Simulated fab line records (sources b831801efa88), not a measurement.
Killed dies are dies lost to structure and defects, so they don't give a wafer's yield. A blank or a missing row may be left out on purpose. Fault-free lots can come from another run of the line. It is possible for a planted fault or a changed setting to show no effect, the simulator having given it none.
fab line records :: flow sfq-line
[record]
  lots = 15
  wafers = 43
  last-day = 85
route steps=325 shown I1@74
lots with no fault: from the same line, run without faults
start-h: hours from the record's opening day to when the first of the lot's shown wafers began :: wait-h: time in hours since the lot's previous step :: " same as the row above :: L1.1+2: several wafers, shown together as one row :: - no value, or no start given :: * or withheld: withheld :: < > ~ a bound
route shown NAME@n: a module of which the file shows steps, and the number in the route of the first :: usual: mean and standard deviation over wafers with no fault :: same: alike in all rows :: chamber/n: place in a boat :: sites: per-site readings :: _std_site: their standard deviation :: _edge_site: outer sites' mean less inner sites' :: radius-mm: how far each site lies from the wafer's centre :: mask NAME#n: copy n :: behind: the most recent tool/chamber to have shaped the wafer :: hold: why the lot was held/for how many hours/how that ended :: device: which transistor (n, p or np) failed to switch :: end of line: the tests these same wafers got at the end of their route :: a step given without rows: its recipe and nothing more :: killed: dies that structure and defects cost at the first sort, which is not the same as the wafer's yield :: map: per-die view of a wafer (x killed, . not killed, _ where there is no die)
set.NAME: the setting the step ran with; set.NAME@STEP: the setting that earlier step ran with :: model.NAME: the simulator's own value behind a step, which no gauge read
the route's steps for a sample of lots (tables are steps, rows are wafers)
services: when a tool's chamber went out of use (start-h, in hours from the record's first day, below 0 if earlier), for how many hours, and the reason
[[steps]]
[step SFQ_TRILAYER_I1_CMP_CMP_046]
[recipe]
  material = SiO2
  down-force-psi = 3
  platen-rpm = 60
  pad-velocity-m-s = 0.94248
[usual]
  edge-zone-pressure-frac = 1.000/0.005
  motor-current-A = 10.0/0.61
  retaining-ring-pressure-frac = 0.999/0.0048
  slurry-flow-ml-min = 150.1/0.46
  time-to-endpoint-s = 212/7.8
lot.wafer: L397.4
tool: cmp-01
chamber: 1
start-h: 533.09
wait-h: 0.0
edge-zone-pressure-frac: 1.003
motor-current-A: 9.7
retaining-ring-pressure-frac: 1.001
slurry-flow-ml-min: 149.2
time-to-endpoint-s: 235

lot.wafer: L397.2
tool: cmp-01
chamber: 3
start-h: 534.09
wait-h: 1.0
edge-zone-pressure-frac: 1.012
motor-current-A: 9.5
retaining-ring-pressure-frac: 1.008
slurry-flow-ml-min: 149.9
time-to-endpoint-s: 212

lot.wafer: L397.6
tool: cmp-01
chamber: 1
start-h: 535.09
wait-h: 2.0
edge-zone-pressure-frac: 0.999
motor-current-A: 10.1
retaining-ring-pressure-frac: 1.008
slurry-flow-ml-min: 149.7
time-to-endpoint-s: 234

lot.wafer: L400.1
tool: cmp-01
chamber: 2
start-h: 576.00
wait-h: 0.7
edge-zone-pressure-frac: 1.001
motor-current-A: 10.1
retaining-ring-pressure-frac: 1.009
slurry-flow-ml-min: 150.2
time-to-endpoint-s: 212

lot.wafer: L400.2
tool: cmp-01
chamber: 1
start-h: 577.50
wait-h: 2.2
edge-zone-pressure-frac: 0.999
motor-current-A: 9.7
retaining-ring-pressure-frac: 0.998
slurry-flow-ml-min: 150.2
time-to-endpoint-s: 213

lot.wafer: L400.5
tool: cmp-01
chamber: 3
start-h: 578.50
wait-h: 3.2
edge-zone-pressure-frac: 0.991
motor-current-A: 9.6
retaining-ring-pressure-frac: 1.000
slurry-flow-ml-min: 150.3
time-to-endpoint-s: 198

lot.wafer: L401.1
tool: cmp-01
chamber: 3
start-h: 587.34
wait-h: 0.0
edge-zone-pressure-frac: 0.997
motor-current-A: 9.7
retaining-ring-pressure-frac: 0.996
slurry-flow-ml-min: 150.4
time-to-endpoint-s: 114

lot.wafer: L401.4
tool: cmp-01
chamber: 1
start-h: 588.34
wait-h: 1.0
edge-zone-pressure-frac: 0.995
motor-current-A: 9.1
retaining-ring-pressure-frac: 0.991
slurry-flow-ml-min: 150.2
time-to-endpoint-s: 132

lot.wafer: L402.3
tool: cmp-01
chamber: 1
start-h: 605.76
wait-h: 0.5
edge-zone-pressure-frac: 1.009
motor-current-A: 9.7
retaining-ring-pressure-frac: 0.994
slurry-flow-ml-min: 151.0
time-to-endpoint-s: 204

lot.wafer: L402.1
tool: cmp-01
chamber: 3
start-h: 606.76
wait-h: 1.5
edge-zone-pressure-frac: 0.996
motor-current-A: 9.4
retaining-ring-pressure-frac: 0.997
slurry-flow-ml-min: 150.4
time-to-endpoint-s: 105

lot.wafer: L402.5
tool: cmp-01
chamber: 1
start-h: 607.76
wait-h: 2.5
edge-zone-pressure-frac: 1.002
motor-current-A: 9.7
retaining-ring-pressure-frac: 1.004
slurry-flow-ml-min: 151.1
time-to-endpoint-s: 215

lot.wafer: L404.4
tool: cmp-01
chamber: 3
start-h: 614.26
wait-h: 3.0
edge-zone-pressure-frac: 0.995
motor-current-A: 9.3
retaining-ring-pressure-frac: 0.995
slurry-flow-ml-min: 150.2
time-to-endpoint-s: 109

lot.wafer: L404.1
tool: cmp-01
chamber: 0
start-h: 614.26
wait-h: 3.0
edge-zone-pressure-frac: 0.999
motor-current-A: 10.7
retaining-ring-pressure-frac: 0.991
slurry-flow-ml-min: 150.0
time-to-endpoint-s: 113

lot.wafer: L408.4
tool: cmp-02
chamber: 1
start-h: 650.96
wait-h: 0.0
edge-zone-pressure-frac: 1.004
motor-current-A: 9.5
retaining-ring-pressure-frac: 0.998
slurry-flow-ml-min: 149.7
time-to-endpoint-s: 214

lot.wafer: L408.3
tool: cmp-02
chamber: 2
start-h: 650.96
wait-h: 0.0
edge-zone-pressure-frac: 1.001
motor-current-A: 11.1
retaining-ring-pressure-frac: 1.001
slurry-flow-ml-min: 150.0
time-to-endpoint-s: 213

lot.wafer: L408.2
tool: cmp-02
chamber: 0
start-h: 652.46
wait-h: 1.5
edge-zone-pressure-frac: 1.003
motor-current-A: 9.2
retaining-ring-pressure-frac: 0.997
slurry-flow-ml-min: 149.8
time-to-endpoint-s: 207

lot.wafer: L409.3
tool: cmp-02
chamber: 1
start-h: 662.76
wait-h: 4.6
edge-zone-pressure-frac: 1.006
motor-current-A: 9.5
retaining-ring-pressure-frac: 0.988
slurry-flow-ml-min: 149.9
time-to-endpoint-s: 206

lot.wafer: L409.2
tool: cmp-02
chamber: 2
start-h: 662.76
wait-h: 4.6
edge-zone-pressure-frac: 1.001
motor-current-A: 10.5
retaining-ring-pressure-frac: 1.000
slurry-flow-ml-min: 149.7
time-to-endpoint-s: 218

lot.wafer: L409.5
tool: cmp-02
chamber: 0
start-h: 664.26
wait-h: 6.1
edge-zone-pressure-frac: 0.999
motor-current-A: 9.8
retaining-ring-pressure-frac: 0.999
slurry-flow-ml-min: 150.8
time-to-endpoint-s: 209

lot.wafer: L410.3
tool: cmp-02
chamber: 1
start-h: 679.76
wait-h: 6.0
edge-zone-pressure-frac: 1.005
motor-current-A: 10.1
retaining-ring-pressure-frac: 0.999
slurry-flow-ml-min: 150.2
time-to-endpoint-s: 208

lot.wafer: L410.4
tool: cmp-02
chamber: 3
start-h: 680.76
wait-h: 7.0
edge-zone-pressure-frac: 1.001
motor-current-A: 9.2
retaining-ring-pressure-frac: 0.997
slurry-flow-ml-min: 149.7
time-to-endpoint-s: 207

lot.wafer: L410.6
tool: cmp-02
chamber: 1
start-h: 681.76
wait-h: 8.0
edge-zone-pressure-frac: 1.007
motor-current-A: 10.4
retaining-ring-pressure-frac: 0.995
slurry-flow-ml-min: 150.5
time-to-endpoint-s: 205

lot.wafer: L412.2
tool: cmp-01
chamber: 3
start-h: 691.36
wait-h: 3.8
edge-zone-pressure-frac: 0.997
motor-current-A: 9.4
retaining-ring-pressure-frac: 1.001
slurry-flow-ml-min: 150.6
time-to-endpoint-s: 211

lot.wafer: L412.3
tool: cmp-01
chamber: 2
start-h: 692.86
wait-h: 5.3
edge-zone-pressure-frac: 0.994
motor-current-A: 10.2
retaining-ring-pressure-frac: 0.997
slurry-flow-ml-min: 149.4
time-to-endpoint-s: 218

lot.wafer: L412.5
tool: cmp-01
chamber: 3
start-h: 692.86
wait-h: 5.3
edge-zone-pressure-frac: 1.003
motor-current-A: 9.5
retaining-ring-pressure-frac: 0.992
slurry-flow-ml-min: 150.2
time-to-endpoint-s: 212

lot.wafer: L413.2
tool: cmp-01
chamber: 3
start-h: 697.36
wait-h: 4.6
edge-zone-pressure-frac: 0.999
motor-current-A: 9.6
retaining-ring-pressure-frac: 0.994
slurry-flow-ml-min: 149.8
time-to-endpoint-s: 203

lot.wafer: L413.4
tool: cmp-01
chamber: 2
start-h: 698.86
wait-h: 6.1
edge-zone-pressure-frac: 1.000
motor-current-A: 10.4
retaining-ring-pressure-frac: 1.004
slurry-flow-ml-min: 149.9
time-to-endpoint-s: 205

lot.wafer: L413.6
tool: cmp-01
chamber: 3
start-h: 698.86
wait-h: 6.1
edge-zone-pressure-frac: 0.991
motor-current-A: 9.6
retaining-ring-pressure-frac: 0.998
slurry-flow-ml-min: 149.1
time-to-endpoint-s: 206

lot.wafer: L414.3
tool: cmp-02
chamber: 3
start-h: 698.26
wait-h: 1.9
edge-zone-pressure-frac: 1.004
motor-current-A: 9.4
retaining-ring-pressure-frac: 0.998
slurry-flow-ml-min: 149.9
time-to-endpoint-s: 202

lot.wafer: L414.2
tool: cmp-02
chamber: 0
start-h: 698.26
wait-h: 1.9
edge-zone-pressure-frac: 0.992
motor-current-A: 9.0
retaining-ring-pressure-frac: 0.993
slurry-flow-ml-min: 151.4
time-to-endpoint-s: 204

lot.wafer: L414.1
tool: cmp-02
chamber: 1
start-h: 698.26
wait-h: 1.9
edge-zone-pressure-frac: 0.999
motor-current-A: 9.9
retaining-ring-pressure-frac: 1.006
slurry-flow-ml-min: 149.9
time-to-endpoint-s: 202

lot.wafer: L415.4
tool: cmp-01
chamber: 2
start-h: 743.64
wait-h: 0.5
edge-zone-pressure-frac: 0.999
motor-current-A: 10.5
retaining-ring-pressure-frac: 0.997
slurry-flow-ml-min: 150.2
time-to-endpoint-s: 223

lot.wafer: L415.3
tool: cmp-01
chamber: 1
start-h: 745.14
wait-h: 2.0
edge-zone-pressure-frac: 1.006
motor-current-A: 9.6
retaining-ring-pressure-frac: 0.998
slurry-flow-ml-min: 149.6
time-to-endpoint-s: 222

lot.wafer: L415.6
tool: cmp-01
chamber: 3
start-h: 746.14
wait-h: 3.0
edge-zone-pressure-frac: 0.999
motor-current-A: 9.6
retaining-ring-pressure-frac: 1.002
slurry-flow-ml-min: 149.4
time-to-endpoint-s: 202

lot.wafer: L416.1
tool: cmp-02
chamber: 0
start-h: 777.12
wait-h: 15.8
edge-zone-pressure-frac: 1.005
motor-current-A: 9.4
retaining-ring-pressure-frac: 0.991
slurry-flow-ml-min: 149.7
time-to-endpoint-s: 208

lot.wafer: L416.2
tool: cmp-02
chamber: 2
start-h: 778.12
wait-h: 16.8
edge-zone-pressure-frac: 0.993
motor-current-A: 11.0
retaining-ring-pressure-frac: 1.002
slurry-flow-ml-min: 149.9
time-to-endpoint-s: 213

lot.wafer: L416.5
tool: cmp-02
chamber: 1
start-h: 779.62
wait-h: 18.2
edge-zone-pressure-frac: 0.996
motor-current-A: 10.0
retaining-ring-pressure-frac: 0.999
slurry-flow-ml-min: 151.0
time-to-endpoint-s: 210

lot.wafer: L417.3
tool: cmp-02
chamber: 0
start-h: 783.62
wait-h: 14.3
edge-zone-pressure-frac: 1.007
motor-current-A: 9.1
retaining-ring-pressure-frac: 0.992
slurry-flow-ml-min: 150.0
time-to-endpoint-s: 210

lot.wafer: L417.2
tool: cmp-02
chamber: 1
start-h: 783.62
wait-h: 14.3
edge-zone-pressure-frac: 1.005
motor-current-A: 9.8
retaining-ring-pressure-frac: 0.995
slurry-flow-ml-min: 149.9
time-to-endpoint-s: 202

lot.wafer: L417.1
tool: cmp-02
chamber: 2
start-h: 783.62
wait-h: 14.3
edge-zone-pressure-frac: 1.002
motor-current-A: 10.8
retaining-ring-pressure-frac: 0.998
slurry-flow-ml-min: 150.3
time-to-endpoint-s: 217

lot.wafer: L418.2
tool: cmp-01
chamber: 1
start-h: 791.07
wait-h: 16.5
edge-zone-pressure-frac: 0.995
motor-current-A: 10.3
retaining-ring-pressure-frac: 1.004
slurry-flow-ml-min: 150.4
time-to-endpoint-s: 217

lot.wafer: L418.4
tool: cmp-01
chamber: 3
start-h: 792.07
wait-h: 17.5
edge-zone-pressure-frac: 1.004
motor-current-A: 9.3
retaining-ring-pressure-frac: 0.998
slurry-flow-ml-min: 149.6
time-to-endpoint-s: 201

lot.wafer: L418.5
tool: cmp-01
chamber: 1
start-h: 793.07
wait-h: 18.5
edge-zone-pressure-frac: 0.998
motor-current-A: 9.7
retaining-ring-pressure-frac: 0.998
slurry-flow-ml-min: 150.4
time-to-endpoint-s: 223
[[services]]
tool: cmp-02
chamber: -
start-h: 516.14
hours: 2.0
kind: repair

tool: cmp-01
chamber: -
start-h: 548.04
hours: 0.3
kind: repair

tool: cmp-01
chamber: -
start-h: 572.00
hours: 4.0
kind: pm

tool: cmp-01
chamber: -
start-h: 576.00
hours: -
kind: consumable-replace:conditioner

tool: cmp-01
chamber: -
start-h: 576.00
hours: -
kind: consumable-replace:pad

tool: cmp-01
chamber: -
start-h: 595.62
hours: 0.3
kind: repair

tool: cmp-02
chamber: -
start-h: 626.38
hours: 3.4
kind: repair

tool: cmp-01
chamber: -
start-h: 656.22
hours: 0.8
kind: repair

tool: cmp-01
chamber: -
start-h: 657.07
hours: 13.6
kind: pm

tool: cmp-01
chamber: -
start-h: 670.36
hours: 3.0
kind: repair

tool: cmp-02
chamber: -
start-h: 705.73
hours: 2.8
kind: repair

tool: cmp-02
chamber: -
start-h: 705.89
hours: 2.3
kind: repair

tool: cmp-02
chamber: -
start-h: 716.01
hours: 4.8
kind: pm

tool: cmp-02
chamber: -
start-h: 739.64
hours: 0.4
kind: repair

tool: cmp-01
chamber: -
start-h: 742.43
hours: 1.2
kind: repair

tool: cmp-02
chamber: -
start-h: 752.12
hours: 4.0
kind: pm

tool: cmp-02
chamber: -
start-h: 756.12
hours: -
kind: consumable-replace:conditioner

tool: cmp-02
chamber: -
start-h: 756.12
hours: -
kind: consumable-replace:pad

tool: cmp-01
chamber: -
start-h: 773.66
hours: 4.9
kind: pm
[[key]]
[first-sign]
  step = SFQ_TRILAYER_I1_CMP_CMP_046
  reading = time-to-endpoint-s
  direction = down
  sigmas = 13
  usual = *
  struck = *
effect none on later readings
met-at SFQ_TRILAYER_I1_CMP_CMP_046
struck-lots L401,L402,L404
struck-wafers L401.1,L401.4,L402.1,L404.1,L404.4
onset-between 576.00 587.34
[fault]
  kind = process-parameter-drift
  tool = cmp-01
  chamber = -
  onset-h = 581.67
  steps = SFQ_TRILAYER_I1_CMP_CMP_046
  channel = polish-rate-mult
  offset = 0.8
  shape = step
  end-h = 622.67
  scope = struck-wafers-only
